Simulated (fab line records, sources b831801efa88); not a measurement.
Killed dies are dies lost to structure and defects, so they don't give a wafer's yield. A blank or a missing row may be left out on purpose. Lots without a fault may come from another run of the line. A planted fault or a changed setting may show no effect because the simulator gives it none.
Which tool did it? | flow gf180mcu | 14 lots, 42 wafers sampled, at 4 steps of a route of 602

WHAT THE GAUGES READ, wafer by wafer
GF_PSD_RS_MEAS_14: measures by four-point-probe.
lot  | measured     | on            | NSD_RS (ohm/sq)
L109 | day 14 09:04 | film_metro-04 | 45.95 45.86 45.98
L110 | day 15 00:40 | film_metro-01 | 46.34 46.25 46.24
L112 | day 15 17:19 | film_metro-03 | 46.19 46.10 46.15
L113 | day 16 04:20 | film_metro-03 | 46.18 46.29 46.25
L114 | day 16 11:47 | film_metro-01 | 46.15 46.18 46.01
L115 | day 17 02:07 | film_metro-01 | 46.14 46.27 46.20
L116 | day 17 02:24 | film_metro-03 | 46.19 46.08 46.15
L117 | day 17 07:53 | film_metro-03 | 46.07 45.92 46.12
L118 | day 17 15:46 | film_metro-04 | 46.10 46.12 46.09
L119 | day 18 01:57 | film_metro-04 | 46.04 46.08 46.14
L121 | day 18 21:19 | film_metro-03 | 46.06 46.11 46.05
L129 | day 21 18:17 | film_metro-01 | 46.25 46.25 46.19
L130 | day 21 22:41 | film_metro-04 | 46.13 46.11 46.25
L131 | day 22 01:29 | film_metro-04 | 46.19 46.08 46.10

GF_CONTACT_CD_MEAS_14: target cd 220 nm.
lot  | measured     | on        | cd_nm (nm)
L109 | day 16 04:38 | cd_sem-01 | 220.3 219.4 221.4
L110 | day 16 22:38 | cd_sem-01 | 218.6 218.0 217.8
L112 | day 17 16:07 | cd_sem-02 | 219.3 220.1 218.8
L113 | day 18 03:50 | cd_sem-01 | 219.2 220.5 220.3
L114 | day 18 12:07 | cd_sem-02 | 220.5 224.0 222.1
L115 | day 19 02:50 | cd_sem-02 | 221.7 221.0 219.3
L116 | day 19 03:07 | cd_sem-01 | 220.5 219.4 222.7
L117 | day 19 08:26 | cd_sem-02 | 221.9 220.9 221.6
L118 | day 19 18:24 | cd_sem-01 | 221.3 223.3 221.5
L119 | day 20 03:33 | cd_sem-01 | 219.2 218.6 218.9
L121 | day 21 00:00 | cd_sem-01 | 220.2 221.0 220.8
L129 | day 23 18:41 | cd_sem-01 | 220.0 221.1 221.4

WHICH TOOL RAN EACH LOT (tool, then ch and the chambers of the sampled wafers, then the start)
lot  | GF_SAB_ETCH_11                     | GF_SALICIDE_RTA_08
L109 | rie_diel-02 ch 0,1, day 15 05:45   | rtp_anneal-01 ch 0, day 15 06:31
L110 | rie_diel-03 ch 0,2,3, day 15 22:31 | rtp_anneal-02 ch 0, day 15 23:20
L112 | rie_diel-03 ch 0,1,2, day 16 15:43 | rtp_anneal-02 ch 0, day 16 16:34
L113 | rie_diel-04 ch 1,2, day 17 03:26   | rtp_anneal-02 ch 0, day 17 04:14
L114 | rie_diel-02 ch 1,2,3, day 17 10:50 | rtp_anneal-01 ch 0, day 17 11:38
L115 | rie_diel-02 ch 0,1,2, day 18 01:46 | rtp_anneal-01 ch 0, day 18 02:31
L116 | rie_diel-04 ch 0,1,3, day 18 02:02 | rtp_anneal-01 ch 0, day 18 02:49
L117 | rie_diel-02 ch 0,2,3, day 18 06:58 | rtp_anneal-02 ch 0, day 18 07:44
L118 | rie_diel-02 ch 0,1,3, day 18 15:37 | rtp_anneal-01 ch 0, day 18 16:23
L119 | rie_diel-02 ch 0,2,3, day 19 01:38 | rtp_anneal-01 ch 0, day 19 02:32
L121 | rie_diel-02 ch 0,2,3, day 19 21:58 | rtp_anneal-01 ch 0, day 19 22:46
L129 | rie_diel-02 ch 0,3, day 22 18:08   | rtp_anneal-02 ch 0, day 22 18:56
L130 | rie_diel-03 ch 0,1,3, day 22 21:56 | rtp_anneal-01, day 22 22:44
L131 | rie_diel-03 ch 0,1,3, day 23 00:56 | rtp_anneal-01, day 23 01:45
- GF_SAB_ETCH_11: etches SiO2 in C4F8/O2/Ar, target depth 55 nm, time 8.5 s.
- GF_SALICIDE_RTA_08: time 30 s.

WHAT THE TOOLS THEMSELVES READ (means of the sampled wafers that have a number; where no wafer has one, the mark that the record gives instead)
GF_SAB_ETCH_11.
lot  | tool        | chamber_pressure_mTorr (mTorr) | oes_product_au (a.u.)
L109 | rie_diel-02 | 40.05                          | 1.005
L110 | rie_diel-03 | 40.01                          | 0.995
L112 | rie_diel-03 | 39.97                          | 1.001
L113 | rie_diel-04 | 40.04                          | 0.990
L114 | rie_diel-02 | 40.01                          | 1.012
L115 | rie_diel-02 | 40.02                          | 1.009
L116 | rie_diel-04 | 40.02                          | 1.001
L117 | rie_diel-02 | 39.98                          | 0.999
L118 | rie_diel-02 | 39.94                          | 1.003
L119 | rie_diel-02 | 40.01                          | 0.999
L121 | rie_diel-02 | 39.96                          | 0.995
L129 | rie_diel-02 | 40.04                          | 1.002
L130 | rie_diel-03 | 39.98                          | 1.004
L131 | rie_diel-03 | 40.00                          | 1.001

GF_SALICIDE_RTA_08.
lot  | tool          | anneal_temp_c_max | chamber_o2_ppm | lamp_power_pct (%) | wafer_temp_C_max
L109 | rtp_anneal-01 | 804.0             | 1.983          | 16.9               | 806.3
L110 | rtp_anneal-02 | 804.8             | 2.007          | 15.2               | 802.3
L112 | rtp_anneal-02 | 803.5             | 1.984          | 15.2               | 803.4
L113 | rtp_anneal-02 | 803.8             | 2.000          | 15.2               | 803.0
L114 | rtp_anneal-01 | 803.9             | 2.007          | 16.9               | 805.5
L115 | rtp_anneal-01 | 804.0             | 1.988          | 16.9               | 807.2
L116 | rtp_anneal-01 | 804.3             | 2.002          | 16.9               | 806.8
L117 | rtp_anneal-02 | 804.8             | 1.993          | 15.2               | 802.4
L118 | rtp_anneal-01 | 804.3             | 1.991          | 16.9               | 805.5
L119 | rtp_anneal-01 | 804.3             | 1.986          | 16.9               | 806.2
L121 | rtp_anneal-01 | 804.1             | 1.996          | 16.9               | 806.8
L129 | rtp_anneal-02 | 803.9             | 2.002          | 15.2               | 803.2
L130 | rtp_anneal-01 | -                 | -              | -                  | -
L131 | rtp_anneal-01 | -                 | -              | -                  | -

THE ANSWER, worked out from the rows above alone
Rule: what is usual is taken from the lots themselves. Put in order of their means at a reading, lots are off if they are a third of the lots or fewer, leave a main group of 4 or more, and stand apart from it by a gap of 3 or more times the standard deviation of the main group's means; of several such gaps the widest counts. A main group whose means are all the same, to the digits that the tables above print for the reading, isn't used. A lot without any number at a reading at which 4 lots or more have one is off too. The other lots that the step has rows for count as sound. The gauges are gone through in route order, then the tools' own readings, and for those a lot's mean is taken as printed above. The first step at which some lot is off is used, and at that step the reading that is off furthest; a lot without a number counts as furthest.
Off: L130, L131, at GF_SALICIDE_RTA_08 (anneal_temp_c_max). Without a number there: L130, L131. The main group: mean 804.1, standard deviation 0.37.
A tool fits if, at that step or a process step before it, it ran every lot that is off, and no sound lot after the first of them. Can't be told from this: 2 tools fit, rie_diel-03 at GF_SAB_ETCH_11, rtp_anneal-01 at GF_SALICIDE_RTA_08.

WHAT THE SIMULATOR HAD PUT IN
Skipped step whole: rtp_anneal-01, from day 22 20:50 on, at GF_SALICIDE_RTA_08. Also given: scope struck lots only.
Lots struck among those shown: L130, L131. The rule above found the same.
